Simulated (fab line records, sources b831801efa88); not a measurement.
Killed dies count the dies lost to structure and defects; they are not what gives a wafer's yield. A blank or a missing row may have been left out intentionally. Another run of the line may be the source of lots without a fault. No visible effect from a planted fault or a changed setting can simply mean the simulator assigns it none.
Matching of chambers ; flow gf180mcu ; GF_V4_CVD_02 on pecvd-03: 3 sister chambers
The step deposits SiO2 from TEOS, target thk 850 nm, time 94.851 s. 14 wafers are shown with their chamber, then 7 later ones without.

== WAFERS, EACH WITH ITS CHAMBER ==
wafer;chamber;heater power outer w (W);heater power w (W)
L506.1;2;442;737
L506.2;1;415;655
L506.4;2;463;764
L507.1;0;376;668
L507.3;1;454;696
L507.4;0;274;549
L503.1;2;350;649
L503.2;0;294;569
L503.6;0;340;612
L518.1;2;463;771
L518.4;1;435;679
L518.5;2;343;615
L519.2;1;415;667
L519.3;0;357;664

SIGNATURES, as means of the wafers listed above
reading;chamber 0;chamber 1;chamber 2;scatter within a chamber
heater power outer w;328.20;429.75;412.20;45.8
heater power w;612.40;674.25;707.20;54.5
Rule: a wafer lies at a distance from a chamber equal to the root of the sum of squares, over the readings, of (its reading less the chamber's mean, divided by the reading's scatter). If the next closest chamber is less than 2 further off than the closest, the wafer can't be placed; otherwise it belongs to the closest. How the scatter is found: for the shown wafers, subtract from each reading the mean of its chamber, square and add these, divide the total by (wafers less chambers), then take the root.

== WAFERS WITHOUT THEIR CHAMBER ==
wafer;heater power outer w (W);heater power w (W)
L519.6;370;688
L520.1;365;677
L520.2;367;644
L520.3;370;607
L523.1;439;764
L523.3;300;564
L523.4;457;788

== WHICH CHAMBER EACH WENT THROUGH ==
wafer;from the rows above;in truth
L519.6;can't be placed: 2 or 1 or 0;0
L520.1;can't be placed: 2 or 1 or 0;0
L520.2;can't be placed: 0 or 1 or 2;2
L520.3;can't be placed: 0 or 1 or 2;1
L523.1;can't be placed: 2 or 1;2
L523.3;0;0
L523.4;can't be placed: 2 or 1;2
Correctly placed: 1 of 7. These rows do not allow placing 6 (true chamber among the candidates in 6). 0 placed wrongly.
